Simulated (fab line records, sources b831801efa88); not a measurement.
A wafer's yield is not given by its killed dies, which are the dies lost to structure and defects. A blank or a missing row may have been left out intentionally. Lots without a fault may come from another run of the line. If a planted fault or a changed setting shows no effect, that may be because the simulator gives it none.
A struck lot beside a sound one + flow sky130 + 19 steps out of a route of 708
Sound: wafers L928.1, L928.2, L928.5. Struck: wafers L920.2, L920.3, L920.6. The cause is named last.
Order at every step that has rows: each side's tool, ch and its chambers, its first start. Under that, the readings that differ: sound wafers + struck wafers + difference of the means + sigmas: that difference in standard deviations of wafers without a fault.
alike: readings with means less than 2 such deviations apart, plus words and numbers identical on both sides. not compared: withheld readings, readings lacking a value on some wafer, bounds such as >300 that could conceal the same value, and numbers that have no deviation in the record and whose values overlap.
Wherever a step has rows on one side only, a row that says differs or no value, or a row with sigmas, the two part there. Non-overlapping numbers with no deviation appear without sigmas and do not part them. A reading missing from all wafers of one side parts the sides only when that side holds two or more wafers.

first, 2 steps without rows for these wafers: SKY_SALICIDE_CLEAN_00 (cleans in HF-last, time 30.72 s); SKY_LI_CONTACT_HDPCVD_00 (deposits PSG, target thk 930 nm, time 155 s).
SKY_LI_CONTACT_THK_MEAS_01:
  sound on filmMetro-04 at day 33 11:39; struck on filmMetro-03 at day 30 14:22
| reading                    | sound       | struck      | difference | sigmas |
|----------------------------|-------------|-------------|------------|--------|
| LI_CONTACT_HDPCVD_THK (nm) | 938 946 949 | 904 921 906 | -34        | -3     |
SKY_LI_CONTACT_CMP_02: polishes PSG.
  sound on cmp-01 ch 0,3, day 33 11:43; struck on cmp-01 ch 0,1, day 30 15:46
  alike: edgeZonePressureFrac, motorCurrentA, slurryFilterDpKPa, timeToEndpointS
SKY_LI_CONTACT_BOW_MEAS_03:
  sound on filmMetro-03 at day 33 12:01; struck on filmMetro-03 at day 30 16:05
  alike: LI_CONTACT_BOW
then, 7 steps without rows for these wafers: SKY_LI_CONTACT_DEHYDRATE_04 (time 60 s); SKY_LI_CONTACT_HMDS_05 (prime time 60 s); SKY_LI_CONTACT_COAT_06 (resist thk 60 nm); SKY_LI_CONTACT_COAT_07 (resist thk 450 nm); SKY_LI_CONTACT_SOFTBAKE_08 (time 90 s); SKY_LI_CONTACT_EXPOSE_09 (exposes mask LICM1, target cd 170 nm); SKY_LI_CONTACT_PEB_10.
SKY_LI_CONTACT_DEVELOP_11: develop time 60 s.
  sound on lithoTrack-01 ch 0, day 34 14:00; struck on lithoTrack-03 ch 0, day 31 18:00
  alike: exhaustPa
SKY_LI_CONTACT_CD_MEAS_12 targets a cd of 170 nm.
  sound on cdSem-02 at day 34 14:53; struck on cdSem-01 at day 31 18:56
| reading   | sound             | struck            | difference | sigmas |
|-----------|-------------------|-------------------|------------|--------|
| cdNm (nm) | 169.4 168.3 170.9 | 164.6 165.9 167.1 | -3.7       | -2     |
SKY_LI_CONTACT_OVL_MEAS_13:
  sound on overlay-01 at day 34 15:00; struck on overlay-02 at day 31 19:02
  alike: LI_CONTACT_OVL
SKY_LI_CONTACT_ETCH_14: etches BARC in N2/H2, stops on SiO2, time 45.9 s, target depth 60 nm.
  sound on rieDiel-01 ch 0,1,3, day 34 15:02; struck on rieDiel-04 ch 1,2,3, day 31 19:04
  alike: drypumpMotorCurrentA, oesProductAu, throttleValvePct
  not compared: rfHoursCounterH
SKY_LI_CONTACT_ETCH_15: etches PSG in C4F8/O2/Ar, stops on Si, target depth 600 nm.
  sound on rieDiel-01 ch 0,1,3, day 34 15:05; struck on rieDiel-04 ch 1,2,3, day 31 19:07
| reading                    | sound             | struck            | difference | sigmas |
|----------------------------|-------------------|-------------------|------------|--------|
| model.LI_CONTACT.cdNm (nm) | 169.9 168.4 170.8 | 164.1 165.9 166.7 | -4.1       |        |
  alike: oesProductAu
SKY_LI_CONTACT_STRIP_16: strips in O2/N2.
  sound on plasmaAsher-01 ch 0,1, day 34 15:10; struck on plasmaAsher-04 ch 1, day 31 19:12
  alike: drypumpMotorCurrentA, oesProductAu, stripTimeToEndpointS
  not compared: rfHoursCounterH
-- the record jumps here: 16 days lie between the struck wafers' starts before and after (it left off in module LI_CONTACT and takes up again in module PAD_OPEN, whose first step shown is number 708 of the route) --
SKY_PAD_OPEN_PROBE_99:
  record: rows for the struck wafers here (prober-02, day 47 19:15), none for the sound ones

WHERE THEY PART
Last at SKY_PAD_OPEN_PROBE_99 as far as this record goes, first at SKY_LI_CONTACT_THK_MEAS_01.

WHY: the cause the simulator had injected
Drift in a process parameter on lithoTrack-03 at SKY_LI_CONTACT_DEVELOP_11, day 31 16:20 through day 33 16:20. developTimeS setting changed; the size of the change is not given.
